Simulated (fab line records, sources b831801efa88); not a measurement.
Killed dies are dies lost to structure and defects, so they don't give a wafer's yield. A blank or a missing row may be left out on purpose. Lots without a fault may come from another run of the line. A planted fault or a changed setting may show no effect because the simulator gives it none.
Problem report in the 8D (eight disciplines) form, filled by code | flow sky130 | the parts of the form that need people (team, actions taken, sign-off) are left out

1. THE PROBLEM
cd_nm at SKY_SD_N_CD_MEAS_07 reads a mean of 259.9 nm on 6 wafers of 2 lots; wafers without a fault read 380.0 nm with a standard deviation of 2.3. That is -52 standard deviations from the usual mean.
The step: target cd 380 nm.
First seen on wafer L737.2, day 33 20:27, on cd_sem-01. The record holds 39 wafers of 13 lots with a number at this step. Rule for "out", or "out of limits": more than 4 standard deviations from the usual mean. The other wafers with a number count as sound.

2. WHAT IT IS AND WHAT IT IS NOT
question                    | is                     | is not
which readings at this step | cd_nm                  | -
which lots                  | L736, L737             | L722, L723, L726, L727, L728, L729, L731, L739, L741, L743, L745
which wafers of those lots  | all that have a number | -
read on which gauges        | cd_sem-01, cd_sem-02   | -
when                        | from day 33 20:27      | up to then (21 sound wafers); but 12 sound wafers of L739, L741, L743, L745 came after

3. SUSPECTS, AND WHAT RULES EACH OUT
Counting: a tool at a process step up to the reading stays a suspect if it ran every lot that is out and no sound lot after the first of them.
- the gauge at SKY_SD_N_CD_MEAS_07: ruled out. The wafers that are out were read on 2 gauges (cd_sem-01, cd_sem-02).
- plasma_asher-01 at SKY_POLY_CUT_STRIP_12 (strips in O2/N2): ruled out as a lasting fault. Sound lots L739 ran on it after its first lot that is out, L737 (day 30 10:29).
- litho_track-04 at SKY_SD_N_DEVELOP_06 (develop time 60 s): kept. It ran every lot that is out, first L737 (day 33 20:19), and no sound lot after that; its last sound lot up to then is L731 (day 30 16:01).
Left after counting: litho_track-04 at SKY_SD_N_DEVELOP_06.

4. THE CAUSE (what the simulator had put in)
Process parameter drift: litho_track-04, from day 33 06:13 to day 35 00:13, at SKY_SD_N_DEVELOP_06. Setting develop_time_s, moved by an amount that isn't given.
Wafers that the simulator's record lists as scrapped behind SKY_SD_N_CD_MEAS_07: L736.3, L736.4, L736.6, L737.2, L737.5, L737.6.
Counting left only this tool.

5. THE CHAIN OF EFFECTS, in route order
Each row: a reading whose mean over the struck wafers that have a number lies more than 3 standard deviations from the usual. Only readings for which the record gives a usual standard deviation are gone through. hours: the time from each lot's start at the first step in this table that gives one to its start at this step, as a median over the lots. sigmas: the change in usual standard deviations.
hours | step                | reading | usual    | on struck wafers | change | sigmas
0     | SKY_SD_N_CD_MEAS_07 | cd_nm   | 380.0 nm | 259.9            | -120.1 | -52

6. WHAT WOULD HAVE CAUGHT IT SOONER
In this record the first reading out of limits at a measuring or inspecting step was taken at day 33 20:27, 14 hours after the fault began at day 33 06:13.
Of the lots that are out (2), L736 began SKY_SD_N_DEVELOP_06 on litho_track-04 after day 33 20:27. A hold on the tool at that time would have spared it.
